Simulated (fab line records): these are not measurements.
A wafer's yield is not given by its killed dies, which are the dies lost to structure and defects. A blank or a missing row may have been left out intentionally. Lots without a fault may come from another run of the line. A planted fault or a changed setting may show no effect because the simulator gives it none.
A lot that was struck, set against a sound lot || flow sky130 || 17 steps out of a route of 708
Sound: these wafers, L553.2, L553.4, L553.6. The struck wafers were L559.1, L559.3, L559.6. The cause is given at the end.
Order at every step that has rows: each side's tool, ch and its chambers, its first start. Under that, the readings that differ: sound wafers || struck wafers || difference of the means || sigmas: that difference in standard deviations of wafers without a fault.
alike: same words and numbers on both sides, and readings whose means sit less than 2 such deviations apart. not compared: any withheld reading, any reading some wafer has no value for, any bound like >300 that may hide the same value, and any number with overlapping values for which the record gives no deviation.
The two part at a step that has a row with sigmas, a row that says differs or no value, or rows on one side only. Non-overlapping numbers with no deviation appear without sigmas and do not part them. Lack of a reading on every wafer of one side parts them only where that side has two or more wafers.

first, 5 steps without rows for these wafers: SKY_SD_N_COAT_02 (resist thk 1140 nm); SKY_SD_N_SOFTBAKE_03 (time 60 s); SKY_SD_N_EXPOSE_04 (exposes mask NSDM, target cd 380 nm); SKY_SD_N_PEB_05; SKY_SD_N_DEVELOP_06 (develop time 60 s).
SKY_SD_N_CD_MEAS_07: the cd target is 380 nm.
  struck on cd_sem-02, day 32 00:21; sound on cd_sem-01, day 29 17:46
  alike: cd_nm
SKY_SD_N_OVL_MEAS_08:
  struck on overlay-01, day 32 00:28; sound on overlay-02, day 29 17:53
  alike: SD_N_OVL
then, 2 steps without rows for these wafers: SKY_SD_N_IMPLANT_09; SKY_SD_N_IMPLANT_10.
SKY_SD_N_STRIP_11: strips in O2/N2.
  sound on plasma_asher-03 ch 0,1, day 29 18:13; struck on plasma_asher-04 ch 1, day 32 00:49
{"reading": "drypump_motor_current_A (A)", "sound": "5.3 5.9 5.3", "struck": "6.1 6.2 6.1", "difference": "+0.6", "sigmas": "+2"}
  alike: oes_product_au, strip_time_to_endpoint_s
  not compared: rf_hours_counter_h
SKY_SD_N_TW_MEAS_12:
  struck on film_metro-01, day 32 00:55; sound on film_metro-03, day 29 18:19
  alike: SD_N_TW
then, 1 step without rows for these wafers: SKY_SD_N_CLEAN_13 (cleans in SC1/SC2, time 150 s).
SKY_SD_N_RTA_14: time 2 s.
  sound on rtp_anneal-02 ch 0, day 29 18:26; struck on rtp_anneal-02 ch 0, day 32 01:01
{"reading": "lamp_power_pct (%)", "sound": "15.76 15.76 15.77", "struck": "15.12 15.06 15.12", "difference": -0.66, "sigmas": -13}
{"reading": "wafer_temp_C_max", "sound": "1078.4 1075.9 1080.5", "struck": "1051.2 1055.7 1052.2", "difference": -25.2, "sigmas": -18}
SKY_SD_N_RS_MEAS_16: a four-point-probe measurement.
  struck on film_metro-04, day 32 01:11; sound on film_metro-03, day 29 18:40
{"reading": "SD_N_RS (ohm/sq)", "sound": "68.41 68.42 68.45", "struck": "72.25 72.36 72.33", "difference": "+3.89", "sigmas": "+26"}
SKY_SD_N_RS_MEAS_17: a four-point-probe measurement.
  struck on film_metro-04, day 32 01:19; sound on film_metro-03, day 29 18:47
{"reading": "SD_P_RS (ohm/sq)", "sound": "147.1 147.2 147.1", "struck": "168.8 168.4 169.6", "difference": "+21.8", "sigmas": "+57"}
SKY_SD_N_RS_MEAS_18: a four-point-probe measurement.
  struck on film_metro-04, day 32 01:26; sound on film_metro-03, day 29 18:54
{"reading": "RES_XHIGH_RS (ohm/sq)", "sound": "333.4 332.7 332.9", "struck": "335.0 335.9 336.2", "difference": "+2.7", "sigmas": "+2"}
-- the record jumps here: 17 days lie between the struck wafers' starts before and after (it left off in module SD_N and takes up again in module PAD_OPEN, whose first step shown is number 708 of the route) --
SKY_PAD_OPEN_PROBE_99:
  struck on prober-01, day 48 17:27; sound on prober-01, day 47 04:29
{"reading": "model.etest.res_xhigh_po.line_ohm_um", "sound": "5328 5428 5606", "struck": "7155 7626 7681", "difference": "+2033", "sigmas": ""}
{"reading": "model.etest.res_xhigh_po.rs_ohm_sq", "sound": "1868 1898 1923", "struck": "2507 2690 2666", "difference": "+725", "sigmas": ""}
{"reading": "model.etest.pfet_01v8.r_on_ohm_um", "sound": "3008 3057 3028", "struck": "3131 3088 3095", "difference": "+74", "sigmas": ""}
{"reading": "model.etest.res_pdiff.line_ohm_um", "sound": "1365 1395 1398", "struck": "1530 1562 1538", "difference": "+157", "sigmas": ""}
{"reading": "model.etest.res_high_po.line_ohm_um", "sound": "730.1 725.5 745.5", "struck": "876.4 924 928.8", "difference": "+176.0", "sigmas": ""}
{"reading": "model.etest.licon_high_po.rc_ohm", "sound": "345.8 339.5 353.8", "struck": "464 496 516", "difference": "+146", "sigmas": ""}
  alike: killed_at_M0_to_M3, killed_at_M4_up, killed_at_contacts, killed_at_front_end, killed_at_other, killed_dies, killed_open, killed_short
  not compared: model.etest.tip_p.rs_ohm_sq, model.etest.pfet_g5v0d10v5.r_on_ohm_um

## WHERE THEY PART
At SKY_SD_N_STRIP_11 first; at SKY_SD_N_RS_MEAS_18 last (within this record only). Later steps at which nothing parts them and some readings are alike: SKY_PAD_OPEN_PROBE_99.

WHY: whatever the simulator had introduced
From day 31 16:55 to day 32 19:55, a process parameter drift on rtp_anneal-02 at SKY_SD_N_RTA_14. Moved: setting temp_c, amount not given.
